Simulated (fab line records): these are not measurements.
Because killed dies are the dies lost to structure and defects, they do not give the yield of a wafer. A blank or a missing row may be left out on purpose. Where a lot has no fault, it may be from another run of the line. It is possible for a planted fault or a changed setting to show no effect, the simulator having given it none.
Which tool was responsible? | flow gf180mcu | 39 wafers from 13 lots sampled at 5 of the route's 602 steps

## WHAT THE GAUGES SHOWED, per wafer
GF_V1_CD_MEAS_14: target cd 260 nm. Usual: cd_nm 259.9 nm, standard deviation 1.1.
lot  | measured     | on        | cd_nm (nm)        | flag
L896 | day 18 02:37 | cd_sem-01 | 258.7 258.8 258.4 |
L897 | day 18 17:11 | cd_sem-02 | 260.2 259.9 260.3 |
L898 | day 18 20:34 | cd_sem-01 | 260.8 260.1 260.4 |
L899 | day 19 10:05 | cd_sem-02 | 260.1 260.7 260.7 |
L901 | day 20 04:51 | cd_sem-01 | 259.8 258.5 258.5 |
L903 | day 20 21:55 | cd_sem-02 | 260.7 260.0 260.9 |
L904 | day 21 08:04 | cd_sem-01 | 259.5 261.3 259.5 |
L905 | day 21 09:59 | cd_sem-02 | 261.8 261.7 262.1 |
L908 | day 22 20:52 | cd_sem-01 | 260.6 260.5 260.0 |
L909 | day 23 06:42 | cd_sem-01 | 261.1 260.5 261.1 |
L912 | day 24 08:44 | cd_sem-02 | 261.4 261.3 261.5 |
L913 | day 24 13:45 | cd_sem-02 | 260.3 260.8 259.5 |
L915 | day 25 00:27 | cd_sem-02 | 259.2 259.6 258.6 |

GF_V1_OVL_MEAS_15. Usual: V1_OVL -3 nm, standard deviation 5.9.
lot  | measured     | on         | V1_OVL (nm) | flag
L896 | day 18 02:42 | overlay-01 | -18 -14 -13 |
L897 | day 18 17:18 | overlay-02 | -3 7 11     |
L898 | day 18 20:41 | overlay-02 | -12 -12 -9  |
L899 | day 19 10:12 | overlay-02 | 0 -4 1      |
L901 | day 20 04:58 | overlay-01 | -2 -3 -4    |
L903 | day 20 22:01 | overlay-01 | 2 5 -4      |
L904 | day 21 08:10 | overlay-01 | -2 -4 0     |
L905 | day 21 10:06 | overlay-02 | 10 2 10     |
L908 | day 22 20:57 | overlay-02 | 1 -1 -3     |
L909 | day 23 06:49 | overlay-02 | 1 -3 -5     |
L912 | day 24 08:50 | overlay-02 | -2 -7 -2    |
L913 | day 24 13:52 | overlay-01 | -13 -10 -2  |
L915 | day 25 00:34 | overlay-02 | 3 -3 0      |

GF_M2_CD_MEAS_14: target cd 280 nm. Usual: cd_nm 279.9 nm, standard deviation 1.5.
lot  | measured     | on        | cd_nm (nm)                          | flag
L896 | day 19 04:55 | cd_sem-01 | 282.5 282.2 282.9                   |
L897 | day 19 19:34 | cd_sem-01 | 279.6 279.5 278.8                   |
L898 | day 19 22:49 | cd_sem-02 | 280.9 279.6 280.7                   |
L899 | day 20 12:33 | cd_sem-02 | 280.3 280.8 279.6                   |
L901 | day 21 06:41 | cd_sem-02 | 280.6 280.8 280.4                   |
L903 | day 21 23:32 | cd_sem-02 | 279.5 280.7 278.8                   |
L904 | day 22 09:40 | cd_sem-02 | 279.7 279.7 280.1                   |
L905 | day 22 11:35 | cd_sem-02 | 279.4 279.3 280.1                   |
L908 | day 23 21:07 | cd_sem-01 | 279.2 278.6 278.5                   |
L909 | day 24 07:07 | cd_sem-02 | 275.2 276.1 276.6                   |
L912 | day 25 07:58 | cd_sem-02 | 289.7 289.7 289.6 289.5 289.8 289.4 | OFF
L913 | day 25 12:34 | cd_sem-01 | 281.4 280.4 281.7                   |
L915 | day 25 23:18 | cd_sem-01 | 291.0 289.7 290.2 291.0 289.9 290.4 | OFF

## WHAT TOOL EACH LOT RAN ON (gives the tool, then ch and the chambers of the sampled wafers, and finally the start)
lot  | GF_V1_CVD_23                  | GF_M2_EXPOSE_11
L896 | cvd_w-01 ch 0,1, day 18 03:32 | krf_scanner-01 ch 0, day 18 16:26
L897 | cvd_w-01 ch 0,1, day 18 18:07 | krf_scanner-01 ch 0, day 19 06:50
L898 | cvd_w-02 ch 1, day 18 21:29   | krf_scanner-02 ch 0, day 19 10:38
L899 | cvd_w-02 ch 0,1, day 19 11:29 | krf_scanner-02 ch 0, day 20 00:51
L901 | cvd_w-02 ch 0,1, day 20 05:46 | krf_scanner-02 ch 0, day 20 18:37
L903 | cvd_w-02 ch 0,1, day 20 22:52 | krf_scanner-01 ch 0, day 21 11:20
L904 | cvd_w-01 ch 0,1, day 21 09:03 | krf_scanner-01 ch 0, day 21 21:59
L905 | cvd_w-02 ch 0,1, day 21 10:58 | krf_scanner-01 ch 0, day 22 00:26
L908 | cvd_w-01 ch 0,1, day 22 21:47 | krf_scanner-02 ch 0, day 23 09:58
L909 | cvd_w-02 ch 0,1, day 23 07:38 | krf_scanner-02 ch 0, day 23 20:06
L912 | cvd_w-02 ch 0,1, day 24 09:40 | krf_scanner-01 ch 0, day 24 21:50
L913 | cvd_w-01 ch 0, day 24 14:44   | krf_scanner-02 ch 0, day 25 02:24
L915 | cvd_w-02 ch 1, day 25 01:25   | krf_scanner-01 ch 0, day 25 12:36
- GF_V1_CVD_23: deposits W, target thk 350 nm, time 105.05 s.
- GF_M2_EXPOSE_11: exposes mask Metal2, target cd 280 nm.

## AS READ BY THE TOOLS THEMSELVES (means over the sampled wafers that have a number; for cases with no such wafer, the mark the record gives instead)
GF_V1_CVD_23. Usual: heater_power_w 812 W, standard deviation 70.
lot  | tool     | heater_power_w (W) | flag
L896 | cvd_w-01 | 880                |
L897 | cvd_w-01 | 871                |
L898 | cvd_w-02 | 725                |
L899 | cvd_w-02 | 756                |
L901 | cvd_w-02 | 757                |
L903 | cvd_w-02 | 806                |
L904 | cvd_w-01 | 872                |
L905 | cvd_w-02 | 802                |
L908 | cvd_w-01 | 878                |
L909 | cvd_w-02 | 810                |
L912 | cvd_w-02 | 775                |
L913 | cvd_w-01 | 900                |
L915 | cvd_w-02 | 743                |

GF_M2_EXPOSE_11. Usual: exposure_dose_mJ_cm2 27.991, standard deviation 0.024.
lot  | tool           | exposure_dose_mJ_cm2 | flag
L896 | krf_scanner-01 | 27.975               |
L897 | krf_scanner-01 | 27.992               |
L898 | krf_scanner-02 | 27.993               |
L899 | krf_scanner-02 | 27.993               |
L901 | krf_scanner-02 | 27.993               |
L903 | krf_scanner-01 | 27.983               |
L904 | krf_scanner-01 | 27.995               |
L905 | krf_scanner-01 | 27.971               |
L908 | krf_scanner-02 | 27.983               |
L909 | krf_scanner-02 | 27.976               |
L912 | krf_scanner-01 | 25.893               | OFF
L913 | krf_scanner-02 | 27.996               |
L915 | krf_scanner-01 | 26.284               | OFF

## THE ANSWER, worked out from the rows above alone
Rule: a lot is off if the mean of its wafers that have a number lies more than 3 standard deviations from the usual mean. A lot without any number at a reading at which 4 lots or more have one is off too. Where the step has rows for the other lots, those lots are counted as sound. Order of review: gauges by route order, followed by the tools' own readings, for which a lot's mean as printed above is used. At the first step where some lot is off, the reading lying furthest off is the one used; lots without a number count as furthest.
Off: L912, L915, at GF_M2_CD_MEAS_14 (cd_nm).
A tool fits if, at a process step before that reading, it ran every lot that is off, and no sound lot after the first of them. Not tried: the gauges at GF_M2_CD_MEAS_14; whatever is off there is also off at GF_M2_EXPOSE_11, on other tools, and gauge error can't account for it. Can't be told from this: 2 tools fit, cvd_w-02 at GF_V1_CVD_23, krf_scanner-01 at GF_M2_EXPOSE_11.

## WHAT HAD BEEN PUT IN BY THE SIMULATOR
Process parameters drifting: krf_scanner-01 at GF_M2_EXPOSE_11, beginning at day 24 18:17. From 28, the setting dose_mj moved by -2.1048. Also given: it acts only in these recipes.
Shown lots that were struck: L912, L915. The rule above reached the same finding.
